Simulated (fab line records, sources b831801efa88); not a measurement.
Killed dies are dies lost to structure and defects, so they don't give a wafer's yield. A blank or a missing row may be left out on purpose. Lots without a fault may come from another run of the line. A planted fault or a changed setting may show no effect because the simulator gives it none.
Which tool did it? | flow gf180mcu | 13 lots, 39 wafers sampled, at 5 steps of a route of 602

WHAT THE GAUGES READ, wafer by wafer
GF_NSD_CD_MEAS_07: target cd 400 nm.
lot  | measured     | on        | cd_nm (nm)
L948 | day 13 19:30 | cd_sem-01 | 397.2 398.0 396.8
L952 | day 15 02:36 | cd_sem-01 | 400.4 399.9 397.3
L954 | day 16 03:23 | cd_sem-01 | 398.1 397.9 400.2
L957 | day 16 13:26 | cd_sem-01 | 404.1 402.8 400.4
L959 | day 17 13:36 | cd_sem-01 | 400.2 401.7 400.2
L962 | day 18 13:49 | cd_sem-01 | 398.1 396.3 398.1
L963 | day 18 19:43 | cd_sem-01 | 404.7 404.6 400.7
L964 | day 19 04:31 | cd_sem-01 | 400.7 402.0 401.4
L965 | day 19 14:32 | cd_sem-01 | 400.1 400.8 398.5
L967 | day 20 05:06 | cd_sem-01 | 395.8 393.7 398.1
L968 | day 20 11:23 | cd_sem-02 | 400.0 401.0 400.4
L969 | day 20 18:56 | cd_sem-02 | 397.8 399.9 400.2
L970 | day 21 03:37 | cd_sem-02 | 395.2 395.4 397.2

GF_SAB_THK_MEAS_01.
lot  | measured     | on            | SAB_CVD_00_THK (nm)
L948 | day 14 16:54 | film_metro-03 | 48.2 48.3 49.1
L952 | day 16 01:02 | film_metro-02 | 49.0 49.5 50.5
L954 | day 17 03:11 | film_metro-03 | 50.2 50.1 50.1
L957 | day 17 14:03 | film_metro-02 | 49.2 50.6 51.4
L959 | day 18 14:34 | film_metro-03 | 49.6 50.8 50.4
L962 | day 19 15:29 | film_metro-03 | 49.1 48.9 50.4
L963 | day 19 22:05 | film_metro-02 | 49.2 49.1 50.7
L964 | day 20 06:16 | film_metro-03 | 49.5 49.9 50.4
L965 | day 20 15:36 | film_metro-02 | 59.7 50.4 60.4 59.7 50.4 60.4
L967 | day 21 06:19 | film_metro-03 | 50.5 51.3 51.0
L968 | day 21 13:15 | film_metro-03 | 49.4 50.6 49.0
L969 | day 21 20:25 | film_metro-02 | 50.0 50.2 50.4
L970 | day 22 04:26 | film_metro-01 | 49.8 49.0 50.7

GF_SAB_OVL_MEAS_10.
lot  | measured     | on         | SAB_OVL (nm)
L948 | day 15 14:22 | overlay-02 | 2.2 2.8 0.9
L952 | day 16 23:22 | overlay-02 | -0.9 0.4 -0.2
L954 | day 18 02:10 | overlay-02 | -0.8 1.0 0.2
L957 | day 18 13:12 | overlay-01 | -0.6 1.2 0.7
L959 | day 19 15:07 | overlay-01 | 0.6 -0.5 -0.6
L962 | day 20 16:03 | overlay-01 | 2.0 1.6 1.5
L963 | day 20 22:34 | overlay-01 | 1.8 0.9 -0.4
L964 | day 21 06:13 | overlay-01 | 4.8 2.3 2.0
L965 | day 21 15:25 | overlay-02 | 1.1 1.4 1.6
L967 | day 22 06:10 | overlay-02 | 3.1 4.0 2.5
L968 | day 22 12:58 | overlay-01 | 1.3 1.4 1.3
L969 | day 22 19:52 | overlay-02 | 0.0 1.2 0.2
L970 | day 23 03:01 | overlay-02 | 1.9 2.8 0.6

WHICH TOOL RAN EACH LOT (tool, then ch and the chambers of the sampled wafers, then the start)
lot  | GF_NSD_STRIP_11                      | GF_SAB_CVD_00
L948 | plasma_asher-04 ch 0,1, day 13 19:56 | pecvd-03 ch 0,1,2, day 14 16:52
L952 | plasma_asher-02 ch 0,1, day 15 03:02 | pecvd-03 ch 0,1,2, day 16 01:00
L954 | plasma_asher-02 ch 0,1, day 16 03:49 | pecvd-03 ch 1,2, day 17 03:10
L957 | plasma_asher-04 ch 0,1, day 16 13:54 | pecvd-03 ch 0,1,2, day 17 14:02
L959 | plasma_asher-04 ch 0,1, day 17 14:02 | pecvd-01 ch 0,1,2, day 18 14:32
L962 | plasma_asher-04 ch 0, day 18 14:17   | pecvd-04 ch 1,2, day 19 15:28
L963 | plasma_asher-04 ch 0,1, day 18 20:11 | pecvd-03 ch 0,2, day 19 22:04
L964 | plasma_asher-02 ch 0,1, day 19 04:58 | pecvd-01 ch 1,2, day 20 06:13
L965 | plasma_asher-02 ch 0,1, day 19 14:59 | pecvd-03 ch 0,1, day 20 15:34
L967 | plasma_asher-04 ch 0,1, day 20 05:32 | pecvd-01 ch 0,1, day 21 06:17
L968 | plasma_asher-04 ch 1, day 20 11:50   | pecvd-04 ch 0,1,2, day 21 13:14
L969 | plasma_asher-01 ch 0,1, day 20 19:22 | pecvd-01 ch 0,1,2, day 21 20:23
L970 | plasma_asher-01 ch 0,1, day 21 04:05 | pecvd-01 ch 0,1,2, day 22 04:25
- GF_NSD_STRIP_11: strips in O2/N2.
- GF_SAB_CVD_00: deposits SiO2 from TEOS, target thk 50 nm, time 4.9302 s.

WHAT THE TOOLS THEMSELVES READ (means of the sampled wafers that have a number; where no wafer has one, the mark that the record gives instead)
GF_NSD_STRIP_11.
lot  | tool            | drypump_motor_current_A (A) | heater_power_w (W) | oes_product_au (a.u.) | strip_time_to_endpoint_s (s)
L948 | plasma_asher-04 | 5.8                         | 330                | 0.488                 | 23.00
L952 | plasma_asher-02 | 6.0                         | 335                | 0.485                 | 22.99
L954 | plasma_asher-02 | 6.2                         | 323                | 0.489                 | 22.96
L957 | plasma_asher-04 | 5.8                         | 324                | 0.487                 | 23.02
L959 | plasma_asher-04 | 5.8                         | 326                | 0.486                 | 22.92
L962 | plasma_asher-04 | 5.8                         | 327                | 0.487                 | 22.88
L963 | plasma_asher-04 | 5.8                         | 329                | 0.485                 | 22.96
L964 | plasma_asher-02 | 5.9                         | 341                | 0.490                 | 23.00
L965 | plasma_asher-02 | 5.9                         | 342                | 0.487                 | 23.00
L967 | plasma_asher-04 | 5.8                         | 331                | 0.486                 | 22.99
L968 | plasma_asher-04 | 5.9                         | 340                | 0.485                 | 22.97
L969 | plasma_asher-01 | 5.6                         | 291                | 0.489                 | 22.99
L970 | plasma_asher-01 | 5.7                         | 283                | 0.485                 | 22.99

GF_SAB_CVD_00.
lot  | tool     | heater_power_w (W) | rf_fwd_power_W (W)
L948 | pecvd-03 | 595                | 588
L952 | pecvd-03 | 611                | 586
L954 | pecvd-03 | 625                | 586
L957 | pecvd-03 | 632                | 588
L959 | pecvd-01 | 622                | 588
L962 | pecvd-04 | 662                | 590
L963 | pecvd-03 | 640                | 586
L964 | pecvd-01 | 560                | 587
L965 | pecvd-03 | 613                | 588
L967 | pecvd-01 | 629                | 590
L968 | pecvd-04 | 627                | 589
L969 | pecvd-01 | 585                | 589
L970 | pecvd-01 | 590                | 589

THE ANSWER, worked out from the rows above alone
Rule: what is usual is taken from the lots themselves. Put in order of their means at a reading, lots are off if they are a third of the lots or fewer, leave a main group of 4 or more, and stand apart from it by a gap of 3 or more times the standard deviation of the main group's means; of several such gaps the widest counts. A main group whose means are all the same, to the digits that the tables above print for the reading, isn't used. A lot without any number at a reading at which 4 lots or more have one is off too. The other lots that the step has rows for count as sound. The gauges are gone through in route order, then the tools' own readings, and for those a lot's mean is taken as printed above. The first step at which some lot is off is used, and at that step the reading that is off furthest; a lot without a number counts as furthest.
Off: L965, at GF_SAB_THK_MEAS_01 (SAB_CVD_00_THK). The main group: mean 49.9 nm, standard deviation 0.56.
A tool fits if, at a process step before that reading, it ran every lot that is off, and no sound lot after the first of them. The gauges at GF_SAB_THK_MEAS_01 are tried like those tools. Can't be told from this: 2 tools fit, plasma_asher-02 at GF_NSD_STRIP_11, pecvd-03 at GF_SAB_CVD_00.

WHAT THE SIMULATOR HAD PUT IN
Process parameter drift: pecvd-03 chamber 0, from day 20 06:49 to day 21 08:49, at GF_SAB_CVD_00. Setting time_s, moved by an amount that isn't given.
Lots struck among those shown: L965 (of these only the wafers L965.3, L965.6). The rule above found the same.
